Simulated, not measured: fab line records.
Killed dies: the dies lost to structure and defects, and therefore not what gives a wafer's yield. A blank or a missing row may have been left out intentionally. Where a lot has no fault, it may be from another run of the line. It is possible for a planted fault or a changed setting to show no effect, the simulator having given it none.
fab line records	flow gf180mcu
record: lots: 24	wafers: 72	lastDay: 34
route steps=602 shown HV_LDD@187 V2@386 V3@443 V5@545
lots that met no fault: from a run of the same line without faults
startH: start of the lot's first displayed wafer, in hours after the record's first day	waitH: time in hours since the lot's previous step	" as in the row above	L1.1+2: one row covering several wafers at once	- either no value or no given start	* or withheld: withheld	< > ~ a bound
route shown NAME@n: a module of which the file shows steps, and the number in the route of the first	usual: mean/standard deviation of fault-free wafers	same: alike in all rows	chamber/n: place in a boat	sites: readings site by site	_std_site: standard deviation of those values	_edge_site: the outer-site mean with the inner-site mean subtracted	radiusMm: for every site, how far away it sits from the centre of the wafer	mask NAME#n: copy n	behind: tool/chamber where the wafer was last shaped	hold: why the lot was held/for how many hours/how that ended	device: the transistor (n, p or np) that didn't switch	end of line: the same wafers' tests at the end of the route	a step given without rows: its recipe and nothing more	killed: the dies lost at the first sort to structure and to defects; this is not the yield of the wafer	map: a wafer's dies, x killed, . not, _ none there
set.NAME: setting as actually run; set.NAME@STEP: the setting as run at that earlier step	model.NAME: the simulator's own value behind a step, which no gauge read
steps of the route over a sample of lots; a table a step, a row a wafer
services: the hour from which a tool's chamber was out of use, counted from the record's first day as startH (under 0 if before that day), plus the number of hours and why
== steps ==
step: GF_HV_LDD_TW_MEAS_11
usual: HV_LDD_TW: 2417/18
lot.wafer	tool	chamber	startH	waitH	HV_LDD_TW
L074.1	filmMetro-01	-	215.21	0.1	2414
L074.2	"	-	"	"	2423
L074.4	"	-	"	"	2426
L075.1	filmMetro-03	-	221.51	0.1	2437
L075.2	"	-	"	"	2403
L075.3	"	-	"	"	2405
L076.2	filmMetro-03	-	230.06	0.1	2418
L076.4	"	-	"	"	2416
L076.5	"	-	"	"	2411
L077.1	filmMetro-01	-	238.41	0.1	2418
L077.3	"	-	"	"	2435
L077.4	"	-	"	"	2418
L078.1	filmMetro-01	-	245.60	0.1	2451
L078.4	"	-	"	"	2446
L078.6	"	-	"	"	2432
L079.4	filmMetro-03	-	254.39	0.1	2438
L079.5	"	-	"	"	2408
L079.6	"	-	"	"	2421
L080.1	filmMetro-01	-	262.85	0.1	2431
L080.2	"	-	"	"	2430
L080.6	"	-	"	"	2450
L081.2	filmMetro-04	-	269.74	0.1	2386
L081.5	"	-	"	"	2404
L081.6	"	-	"	"	2409
L082.1	filmMetro-01	-	277.53	0.1	2444
L082.3	"	-	"	"	2425
L082.5	"	-	"	"	2431
L083.1	filmMetro-04	-	283.53	0.1	2388
L083.3	"	-	"	"	2391
L083.4	"	-	"	"	2411
L084.1	filmMetro-04	-	292.55	0.1	2405
L084.2	"	-	"	"	2403
L084.3	"	-	"	"	2392
L085.1	filmMetro-04	-	296.56	0.1	2397
L085.3	"	-	"	"	2386
L085.5	"	-	"	"	2408
L086.1	filmMetro-01	-	309.67	0.1	2417
L086.2	"	-	"	"	2417
L086.5	"	-	"	"	2415
L087.1	filmMetro-01	-	314.65	0.1	2441
L087.3	"	-	"	"	2440
L087.6	"	-	"	"	2441
L088.2	filmMetro-01	-	319.04	0.1	2441
L088.3	"	-	"	"	2450
L088.4	"	-	"	"	2446
L089.3	filmMetro-01	-	327.58	0.1	2437
L089.4	"	-	"	"	2442
L089.6	"	-	"	"	2442
L090.1	filmMetro-04	-	336.46	0.1	2404
L090.2	"	-	"	"	2388
L090.3	"	-	"	"	2389
L091.1	filmMetro-01	-	341.91	0.1	2438
L091.3	"	-	"	"	2431
L091.5	"	-	"	"	2439
L092.1	filmMetro-03	-	349.28	0.1	2395
L092.5	"	-	"	"	2392
L092.6	"	-	"	"	2409
L093.1	filmMetro-04	-	355.68	0.1	2388
L093.3	"	-	"	"	2392
L093.5	"	-	"	"	2398
L094.1	filmMetro-03	-	365.33	0.1	2395
L094.3	"	-	"	"	2386
L094.5	"	-	"	"	2401
L095.2	filmMetro-01	-	372.46	0.1	2424
L095.3	"	-	"	"	2427
L095.4	"	-	"	"	2432
L096.2	filmMetro-03	-	379.44	0.1	2401
L096.4	"	-	"	"	2406
L096.5	"	-	"	"	2402
L097.2	filmMetro-01	-	384.52	0.1	2443
L097.4	"	-	"	"	2438
L097.6	"	-	"	"	2450
step: GF_V2_CMP_04
recipe: material: SiO2	downForcePsi: 4	platenRpm: 60	padVelocityMS: 0.94248
usual: motorCurrentA: 11.8/1.2	platenRpm: 60.00/0.04	retainingRingPressureFrac: 1.000/0.0056	timeToEndpointS: 80/4.6
lot.wafer	tool	chamber	startH	waitH	motorCurrentA	platenRpm	retainingRingPressureFrac	timeToEndpointS
L074.1	cmp-01	3	435.94	0.1	9.9	60.01	0.996	77
L074.2	"	0	"	"	12.2	59.94	0.999	76
L074.4	"	2	"	"	10.5	60.06	0.997	83
L075.3	cmp-02	0	444.06	0.0	12.4	59.95	0.995	74
L075.2	"	1	"	"	9.9	59.95	0.992	83
L075.1	"	3	"	"	12.9	60.01	0.995	79
L076.2	cmp-01	0	457.02	0.0	11.8	59.95	0.993	81
L076.4	"	2	"	"	11.1	60.06	0.997	84
L076.5	"	0	"	"	11.6	60.00	0.996	81
L077.4	cmp-02	0	468.76	0.0	12.8	60.05	1.003	82
L077.1	"	2	"	"	12.2	60.00	0.994	70
L077.3	"	3	"	"	12.2	60.01	1.006	72
L078.1	cmp-02	2	474.92	0.1	12.3	60.00	0.990	78
L078.4	"	0	"	"	12.4	60.03	0.995	80
L078.6	"	2	"	"	12.7	59.95	1.000	80
L079.4	cmp-02	1	487.72	0.1	9.8	60.02	0.996	78
L079.6	"	0	"	"	13.1	60.04	0.997	80
L079.5	"	1	"	"	9.7	59.94	0.997	80
L080.2	cmp-02	2	498.33	0.0	12.4	60.05	1.007	80
L080.1	"	0	"	"	13.7	59.97	1.003	71
L080.6	"	2	"	"	11.9	60.04	1.004	82
L081.2	cmp-02	3	509.40	0.1	12.9	60.01	1.011	72
L081.5	"	2	"	"	12.0	60.01	1.006	82
L081.6	"	3	"	"	12.9	60.09	1.007	85
L082.3	cmp-02	0	516.14	0.1	13.1	59.99	0.997	79
L082.1	"	2	"	"	12.4	60.00	1.002	79
L082.5	"	3	"	"	12.7	59.95	1.009	88
L083.1	cmp-01	3	523.37	0.1	10.2	60.00	0.999	83
L083.4	"	0	"	"	12.1	59.95	1.002	84
L083.3	"	2	"	"	11.3	60.00	1.002	78
L084.1	cmp-01	2	534.29	0.1	10.7	59.97	0.995	82
L084.2	"	3	"	"	10.3	59.93	0.997	85
L084.3	"	1	"	"	12.8	60.03	0.995	87
L085.3	cmp-01	2	535.71	0.1	11.3	60.02	1.006	83
L085.1	"	3	"	"	9.9	59.94	0.995	84
L085.5	"	0	"	"	12.0	59.97	0.993	87
L086.2	cmp-02	0	554.91	0.1	13.8	60.04	1.000	77
L086.1	"	2	"	"	12.9	59.96	0.995	70
L086.5	"	0	"	"	13.1	60.00	1.000	80
L087.3	cmp-02	2	556.59	0.1	11.9	59.98	1.003	78
L087.1	"	3	"	"	12.7	60.03	1.000	83
L087.6	"	1	"	"	9.6	60.07	0.996	83
L088.4	cmp-01	2	564.36	0.0	10.3	60.03	1.002	79
L088.3	"	3	"	"	9.7	59.95	1.004	79
L088.2	"	1	"	"	13.1	59.97	1.005	77
L089.4	cmp-01	2	569.93	0.1	10.7	59.92	1.006	88
L089.3	"	0	"	"	12.8	59.95	1.009	81
L089.6	"	2	"	"	11.6	60.00	1.012	80
L090.1	cmp-01	1	580.47	0.1	13.1	59.97	1.009	73
L090.3	"	2	"	"	10.9	59.94	0.997	77
L090.2	"	3	"	"	10.6	60.03	1.000	74
L091.3	cmp-01	2	585.12	0.1	11.2	59.98	1.008	76
L091.1	"	0	"	"	11.9	59.99	1.001	79
L091.5	"	2	"	"	10.7	60.00	1.009	86
L092.1	cmp-02	3	592.74	0.1	13.1	60.00	1.002	81
L092.5	"	1	"	"	10.1	60.02	0.992	82
L092.6	"	2	"	"	13.3	60.01	1.006	82
L093.3	cmp-01	0	598.86	0.0	12.2	60.00	0.998	74
L093.1	"	2	"	"	10.6	60.06	1.003	77
L093.5	"	1	"	"	12.5	59.98	1.000	79
L094.3	cmp-02	3	608.37	0.0	13.0	59.96	1.007	79
L094.1	"	1	"	"	9.9	60.01	1.006	73
L094.5	"	0	"	"	13.2	60.12	0.996	78
L095.3	cmp-01	2	612.98	0.0	10.9	60.00	1.001	72
L095.2	"	3	"	"	9.9	60.00	0.997	68
L095.4	"	1	"	"	12.8	59.99	0.995	76
L096.2	cmp-01	0	618.97	0.1	11.9	60.02	1.003	75
L096.4	"	2	"	"	11.2	60.04	1.003	80
L096.5	"	0	"	"	13.0	60.01	1.009	75
L097.2	cmp-01	0	625.67	0.0	12.3	60.05	0.998	77
L097.4	"	2	"	"	11.1	59.98	0.988	83
L097.6	"	0	"	"	12.4	60.03	1.002	80
step: GF_V2_SPUTTER_21
recipe: material: Ti	targetThkNm: 15	chamberPressurePa: 5	powerW: 2500	substrateTempC: 200	timeS: 80.02
usual: substrateTempC: 199.97/0.16	throttleValvePct: 29.7/1.2
lot.wafer	tool	chamber	startH	waitH	substrateTempC	throttleValvePct
L074.1	pvdSputter-02	-	462.21	0.0	199.77	29.7
L074.2	"	-	"	"	199.97	29.6
L074.4	"	-	"	"	199.94	30.4
L075.1	pvdSputter-04	-	469.28	0.0	199.91	29.0
L075.2	"	-	"	"	199.82	31.5
L075.3	"	-	"	"	200.07	29.2
L076.2	pvdSputter-01	-	481.87	0.0	200.00	29.9
L076.4	"	-	"	"	200.11	27.9
L076.5	"	-	"	"	199.77	28.0
L077.1	pvdSputter-01	-	494.53	0.0	199.94	27.9
L077.3	"	-	"	"	199.98	29.9
L077.4	"	-	"	"	199.88	29.4
L078.1	pvdSputter-02	-	501.09	0.0	200.17	30.5
L078.4	"	-	"	"	200.00	29.6
L078.6	"	-	"	"	200.04	29.7
L079.4	pvdSputter-04	-	512.12	0.0	199.57	28.2
L079.5	"	-	"	"	200.14	29.3
L079.6	"	-	"	"	199.91	28.3
L080.1	pvdSputter-01	-	523.00	0.0	199.83	27.8
L080.2	"	-	"	"	200.13	29.2
L080.6	"	-	"	"	200.13	27.9
L081.2	pvdSputter-01	-	533.99	0.0	199.94	29.2
L081.5	"	-	"	"	200.23	31.9
L081.6	"	-	"	"	200.02	29.3
L082.1	pvdSputter-01	-	540.77	0.0	199.91	29.9
L082.3	"	-	"	"	199.77	29.1
L082.5	"	-	"	"	199.82	28.0
L083.1	pvdSputter-04	-	546.97	0.0	199.92	31.2
L083.3	"	-	"	"	200.10	28.3
L083.4	"	-	"	"	199.80	29.2
L084.1	pvdSputter-01	-	557.95	0.0	200.03	31.6
L084.2	"	-	"	"	200.08	29.3
L084.3	"	-	"	"	199.82	29.9
L085.1	pvdSputter-02	-	559.48	0.0	199.76	30.6
L085.3	"	-	"	"	200.01	30.2
L085.5	"	-	"	"	200.13	30.3
L086.1	pvdSputter-01	-	578.08	0.0	200.04	31.8
L086.2	"	-	"	"	200.07	29.4
L086.5	"	-	"	"	199.86	30.1
L087.1	pvdSputter-01	-	579.34	0.0	200.02	28.2
L087.3	"	-	"	"	199.75	29.3
L087.6	"	-	"	"	200.06	32.0
L088.2	pvdSputter-02	-	587.12	0.0	199.96	29.4
L088.3	"	-	"	"	199.74	30.4
L088.4	"	-	"	"	199.86	30.5
L089.3	pvdSputter-04	-	592.83	0.0	200.00	31.2
L089.4	"	-	"	"	199.80	29.2
L089.6	"	-	"	"	199.97	28.1
L090.1	pvdSputter-01	-	602.87	0.0	199.86	29.3
L090.2	"	-	"	"	200.02	30.1
L090.3	"	-	"	"	199.80	28.1
L091.1	pvdSputter-04	-	607.11	0.0	199.81	28.9
L091.3	"	-	"	"	200.05	31.5
L091.5	"	-	"	"	200.03	28.4
L092.1	pvdSputter-04	-	615.37	0.0	199.88	28.1
L092.5	"	-	"	"	200.13	31.2
L092.6	"	-	"	"	200.10	29.0
L093.1	pvdSputter-04	-	621.16	0.0	200.17	29.1
L093.3	"	-	"	"	199.76	31.7
L093.5	"	-	"	"	200.27	28.9
L094.1	pvdSputter-01	-	630.37	0.0	199.97	27.7
L094.3	"	-	"	"	199.82	32.0
L094.5	"	-	"	"	199.94	30.1
L095.2	pvdSputter-02	-	634.10	0.0	199.82	29.9
L095.3	"	-	"	"	200.20	30.5
L095.4	"	-	"	"	199.81	30.5
L096.2	pvdSputter-02	-	641.12	0.0	200.07	30.5
L096.4	"	-	"	"	200.02	29.7
L096.5	"	-	"	"	200.03	29.5
L097.2	pvdSputter-02	-	647.21	0.0	200.06	29.6
L097.4	"	-	"	"	199.99	30.6
L097.6	"	-	"	"	200.05	29.6
step: GF_V3_CD_MEAS_14
recipe: targetCdNm: 260
usual: cdNm: 259.5/1.3
lot.wafer	tool	chamber	startH	waitH	cdNm
L074.1	cdSem-02	-	512.82	0.1	260.7
L074.2	"	-	"	"	260.6
L074.4	"	-	"	"	260.7
L075.1	cdSem-02	-	519.28	0.1	259.2
L075.2	"	-	"	"	258.7
L075.3	"	-	"	"	258.6
L076.2	cdSem-01	-	531.27	0.1	259.3
L076.4	"	-	"	"	259.3
L076.5	"	-	"	"	259.4
L077.1	cdSem-02	-	542.78	0.1	258.0
L077.3	"	-	"	"	258.7
L077.4	"	-	"	"	258.8
L078.1	cdSem-02	-	549.02	0.1	257.5
L078.4	"	-	"	"	258.3
L078.6	"	-	"	"	259.2
L079.4	cdSem-01	-	559.54	0.1	258.5
L079.5	"	-	"	"	259.1
L079.6	"	-	"	"	258.5
L080.1	cdSem-01	-	570.38	0.1	261.5
L080.2	"	-	"	"	260.2
L080.6	"	-	"	"	262.1
L081.2	cdSem-01	-	580.52	0.1	258.7
L081.5	"	-	"	"	259.2
L081.6	"	-	"	"	259.6
L082.1	cdSem-02	-	586.98	0.1	259.2
L082.3	"	-	"	"	258.1
L082.5	"	-	"	"	257.8
L083.1	cdSem-01	-	592.80	0.1	260.6
L083.3	"	-	"	"	260.3
L083.4	"	-	"	"	259.4
L084.1	cdSem-01	-	604.38	0.1	260.4
L084.2	"	-	"	"	260.4
L084.3	"	-	"	"	260.9
L085.1	cdSem-01	-	604.97	0.1	260.5
L085.3	"	-	"	"	259.8
L085.5	"	-	"	"	260.4
L086.1	cdSem-02	-	622.63	0.1	258.7
L086.2	"	-	"	"	258.7
L086.5	"	-	"	"	258.4
L087.1	cdSem-01	-	623.93	0.1	260.9
L087.3	"	-	"	"	262.0
L087.6	"	-	"	"	261.8
L088.2	cdSem-02	-	630.19	0.1	258.9
L088.3	"	-	"	"	258.7
L088.4	"	-	"	"	258.5
L089.3	cdSem-02	-	637.09	0.1	257.9
L089.4	"	-	"	"	259.0
L089.6	"	-	"	"	257.5
L090.1	cdSem-01	-	646.33	0.1	259.1
L090.2	"	-	"	"	259.0
L090.3	"	-	"	"	259.8
L091.1	cdSem-01	-	650.03	0.1	259.7
L091.3	"	-	"	"	260.4
L091.5	"	-	"	"	259.8
L092.1	cdSem-01	-	656.88	0.1	260.3
L092.5	"	-	"	"	260.1
L092.6	"	-	"	"	259.6
L093.1	cdSem-02	-	663.45	0.1	259.1
L093.3	"	-	"	"	259.0
L093.5	"	-	"	"	257.9
L094.1	cdSem-02	-	671.58	0.1	260.8
L094.3	"	-	"	"	261.2
L094.5	"	-	"	"	260.7
L095.2	cdSem-01	-	675.19	0.1	260.1
L095.3	"	-	"	"	259.3
L095.4	"	-	"	"	259.4
L096.2	cdSem-02	-	681.57	0.1	259.1
L096.4	"	-	"	"	258.5
L096.5	"	-	"	"	258.3
L097.2	cdSem-02	-	688.19	0.1	260.7
L097.4	"	-	"	"	261.5
L097.6	"	-	"	"	260.4
step: GF_V3_CMP_26
recipe: stopOn: SiO2	downForcePsi: 3.5	platenRpm: 60	tOverpolishS: 15	targetThkNm: 0	padVelocityMS: 0.94248
usual: motorCurrentA: 10.8/1.1	overpolishRunS: 15.000/0.0097	platenRpm: 60.00/0.042	retainingRingPressureFrac: 1.000/0.005	timeToEndpointS: 83.5/2.9
lot.wafer	tool	chamber	startH	waitH	motorCurrentA	overpolishRunS	platenRpm	retainingRingPressureFrac	timeToEndpointS
L074.2	cmp-02	3	514.03	0.0	11.1	14.992	59.99	1.002	81.8
L074.4	"	0	"	"	11.5	15.018	59.99	0.999	82.4
L074.1	"	1	"	"	9.5	14.982	59.92	1.000	81.1
L075.1	cmp-02	3	520.53	0.1	11.8	15.007	59.98	0.997	80.2
L075.3	"	1	"	"	8.8	14.998	59.98	0.993	81.6
L075.2	"	2	"	"	11.4	14.992	59.98	1.000	85.0
L076.4	cmp-01	2	532.56	0.1	10.5	14.994	60.01	1.004	82.7
L076.2	"	3	"	"	9.0	15.009	59.96	0.994	84.9
L076.5	"	0	"	"	11.0	14.997	59.93	1.002	83.5
L077.3	cmp-02	0	544.00	0.0	11.9	15.011	60.04	0.998	82.1
L077.4	"	1	"	"	9.0	15.000	59.94	1.002	83.7
L077.1	"	2	"	"	11.1	15.005	60.04	1.000	81.2
L078.1	cmp-02	1	550.26	0.1	9.1	14.987	59.94	1.002	83.9
L078.4	"	3	"	"	11.6	15.013	60.01	0.998	87.5
L078.6	"	2	"	"	10.9	15.009	60.01	1.000	82.6
L079.4	cmp-02	2	560.75	0.1	11.7	15.012	60.00	0.995	81.6
L079.6	"	1	"	"	8.8	14.999	60.07	0.993	81.8
L079.5	"	2	"	"	11.1	14.999	60.02	1.005	81.6
L080.1	cmp-01	3	571.62	0.1	8.9	15.000	59.99	0.998	86.9
L080.2	"	1	"	"	11.9	15.014	60.04	0.996	88.1
L080.6	"	0	"	"	11.3	15.017	59.97	1.000	84.4
L081.2	cmp-02	1	581.71	0.0	9.4	14.988	59.98	1.001	80.0
L081.5	"	1	"	"	9.3	14.992	59.99	1.006	79.2
L081.6	"	2	"	"	11.2	14.994	59.97	1.012	78.3
L082.3	cmp-01	2	588.24	0.1	10.3	14.999	60.00	1.005	82.9
L082.1	"	0	"	"	10.6	15.011	60.01	1.006	79.8
L082.5	"	2	"	"	10.5	15.002	60.00	0.995	82.5
L083.3	cmp-01	0	594.01	0.0	11.4	15.000	59.98	1.005	83.6
L083.4	"	1	"	"	12.1	15.000	59.94	0.998	82.4
L083.1	"	3	"	"	8.9	15.001	60.02	1.007	88.0
L084.2	cmp-01	3	605.59	0.0	9.2	14.991	60.01	1.006	81.9
L084.1	"	0	"	"	10.8	14.989	59.98	1.008	81.7
L084.3	"	2	"	"	9.9	15.001	59.94	0.997	83.8
L085.1	cmp-02	1	606.18	0.1	9.1	14.991	60.04	0.994	81.9
L085.3	"	2	"	"	11.6	15.001	60.02	0.999	80.5
L085.5	"	2	"	"	10.9	14.998	60.05	0.999	80.1
L086.2	cmp-01	2	623.89	0.1	10.6	15.000	60.07	0.998	83.8
L086.1	"	3	"	"	9.6	14.999	59.95	1.002	82.9
L086.5	"	1	"	"	11.8	14.990	60.00	1.001	81.9
L087.1	cmp-01	0	625.14	0.1	10.7	14.999	60.06	0.987	78.2
L087.3	"	1	"	"	11.2	14.984	60.01	0.999	81.1
L087.6	"	0	"	"	11.0	14.980	60.01	0.990	81.5
L088.4	cmp-01	1	631.38	0.0	11.9	15.013	59.99	0.996	80.4
L088.3	"	3	"	"	9.4	14.993	60.02	0.992	81.4
L088.2	"	0	"	"	11.4	15.019	60.00	0.995	82.9
L089.3	cmp-02	1	638.30	0.0	9.4	15.015	60.12	1.002	88.7
L089.4	"	0	"	"	12.1	14.987	60.02	1.004	88.0
L089.6	"	2	"	"	11.8	14.990	59.99	0.991	87.8
L090.1	cmp-01	0	647.54	0.1	10.6	15.011	59.99	0.997	83.9
L090.2	"	2	"	"	10.7	14.998	59.96	1.005	84.9
L090.3	"	3	"	"	9.5	15.005	60.00	0.999	86.6
L091.1	cmp-01	2	651.32	0.1	10.2	15.003	59.96	1.001	84.3
L091.3	"	0	"	"	10.4	14.989	60.04	0.990	83.6
L091.5	"	1	"	"	11.4	14.996	59.96	0.999	85.9
L092.1	cmp-01	2	658.14	0.1	10.2	15.030	60.04	1.000	84.7
L092.5	"	1	"	"	11.4	15.006	60.01	1.003	84.4
L092.6	"	2	"	"	10.5	15.016	59.94	0.994	83.6
L093.3	cmp-02	0	664.66	0.0	11.9	15.013	60.02	1.005	86.5
L093.1	"	2	"	"	12.0	14.996	60.05	1.000	82.2
L093.5	"	0	"	"	12.0	15.002	59.99	1.002	85.0
L094.1	cmp-01	3	672.79	0.1	9.4	15.004	59.95	1.008	79.6
L094.3	"	1	"	"	11.8	15.011	60.01	0.999	81.5
L094.5	"	0	"	"	10.8	14.997	60.04	1.001	81.5
L095.3	cmp-02	0	676.38	0.0	11.9	15.013	59.99	0.997	86.3
L095.4	"	1	"	"	9.4	14.995	60.04	0.998	88.4
L095.2	"	2	"	"	11.4	15.015	60.08	1.001	87.7
L096.2	cmp-02	0	682.80	0.0	12.4	15.015	60.04	1.003	91.1
L096.4	"	3	"	"	11.7	14.993	59.87	1.008	91.5
L096.5	"	1	"	"	9.2	14.998	59.95	0.999	90.9
L097.2	cmp-01	2	689.98	0.0	10.0	15.007	60.03	0.994	82.7
L097.4	"	3	"	"	9.6	14.996	59.98	0.997	81.5
L097.6	"	2	"	"	10.3	14.995	60.08	0.996	79.6
step: GF_V5_BOW_MEAS_05
recipe: mode: bow
usual: V5_BOW: 134/8.2
lot.wafer	tool	chamber	startH	waitH	V5_BOW[um]
L074.1	filmMetro-04	-	608.01	0.2	127
L074.2	"	-	"	"	130
L074.4	"	-	"	"	124
L075.1	filmMetro-04	-	613.73	0.1	118
L075.2	"	-	"	"	131
L075.3	"	-	"	"	126
L076.2	filmMetro-03	-	624.72	0.3	132
L076.4	"	-	"	"	139
L076.5	"	-	"	"	130
L077.1	filmMetro-03	-	634.59	0.1	138
L077.3	"	-	"	"	142
L077.4	"	-	"	"	133
L078.1	filmMetro-02	-	640.99	0.1	129
L078.4	"	-	"	"	125
L078.6	"	-	"	"	137
L079.4	filmMetro-03	-	649.55	0.2	130
L079.5	"	-	"	"	127
L079.6	"	-	"	"	134
L080.1	filmMetro-03	-	658.69	0.1	140
L080.2	"	-	"	"	142
L080.6	"	-	"	"	137
L081.2	filmMetro-02	-	668.26	0.2	142
L081.5	"	-	"	"	128
L081.6	"	-	"	"	130
L082.1	filmMetro-04	-	675.28	0.1	134
L082.3	"	-	"	"	124
L082.5	"	-	"	"	129
L083.1	filmMetro-03	-	688.38	0.1	142
L083.3	"	-	"	"	143
L083.4	"	-	"	"	141
L084.1	filmMetro-02	-	690.04	0.2	126
L084.2	"	-	"	"	136
L084.3	"	-	"	"	146
L085.1	filmMetro-04	-	690.64	0.3	139
L085.3	"	-	"	"	140
L085.5	"	-	"	"	133
L086.1	filmMetro-04	-	705.62	0.3	136
L086.2	"	-	"	"	131
L086.5	"	-	"	"	131
L087.1	filmMetro-02	-	707.15	0.2	132
L087.3	"	-	"	"	115
L087.6	"	-	"	"	132
L088.2	filmMetro-03	-	713.51	0.3	137
L088.3	"	-	"	"	139
L088.4	"	-	"	"	139
L089.3	filmMetro-02	-	719.38	0.1	140
L089.4	"	-	"	"	147
L089.6	"	-	"	"	144
L090.1	filmMetro-04	-	727.34	0.2	146
L090.2	"	-	"	"	134
L090.3	"	-	"	"	138
L091.1	filmMetro-04	-	731.21	0.2	143
L091.3	"	-	"	"	154
L091.5	"	-	"	"	145
L092.1	filmMetro-03	-	736.92	0.1	133
L092.5	"	-	"	"	123
L092.6	"	-	"	"	132
L093.1	filmMetro-04	-	743.58	0.2	134
L093.3	"	-	"	"	129
L093.5	"	-	"	"	124
L094.1	filmMetro-04	-	750.44	0.2	144
L094.3	"	-	"	"	136
L094.5	"	-	"	"	144
L095.2	filmMetro-04	-	753.76	0.2	149
L095.3	"	-	"	"	139
L095.4	"	-	"	"	130
L096.2	filmMetro-03	-	759.13	0.1	141
L096.4	"	-	"	"	135
L096.5	"	-	"	"	141
L097.2	filmMetro-04	-	765.77	0.1	127
L097.4	"	-	"	"	131
L097.6	"	-	"	"	120
== services ==
tool	chamber	startH	hours	kind
cmp-01	-	471.97	1.6	repair
pvdSputter-02	-	510.40	4.8	repair
pvdSputter-01	-	510.79	1.6	repair
pvdSputter-01	2	520.99	-	consumableReplace:kit
pvdSputter-01	2	520.99	18.0	scheduledDown
pvdSputter-01	2	520.99	18.0	ventCycle
pvdSputter-04	-	532.45	3.6	repair
cmp-02	-	535.24	0.2	repair
cmp-01	-	572.15	4.0	pm
cmp-01	-	576.15	-	consumableReplace:conditioner
cmp-01	-	576.15	-	consumableReplace:pad
cmp-02	-	587.59	5.0	pm
pvdSputter-04	2	626.42	-	consumableReplace:kit
pvdSputter-04	2	626.42	18.0	scheduledDown
pvdSputter-04	2	626.42	18.0	ventCycle
cmp-01	-	635.06	6.6	pm
pvdSputter-02	2	635.59	-	consumableReplace:kit
pvdSputter-02	2	635.59	18.0	scheduledDown
pvdSputter-04	-	639.59	5.2	repair
pvdSputter-04	-	642.30	5.5	repair
cmp-02	-	646.86	0.6	repair
cmp-02	-	649.98	0.5	repair
pvdSputter-01	-	650.34	2.7	repair
cmp-02	-	655.02	5.7	repair
== key ==
fault none
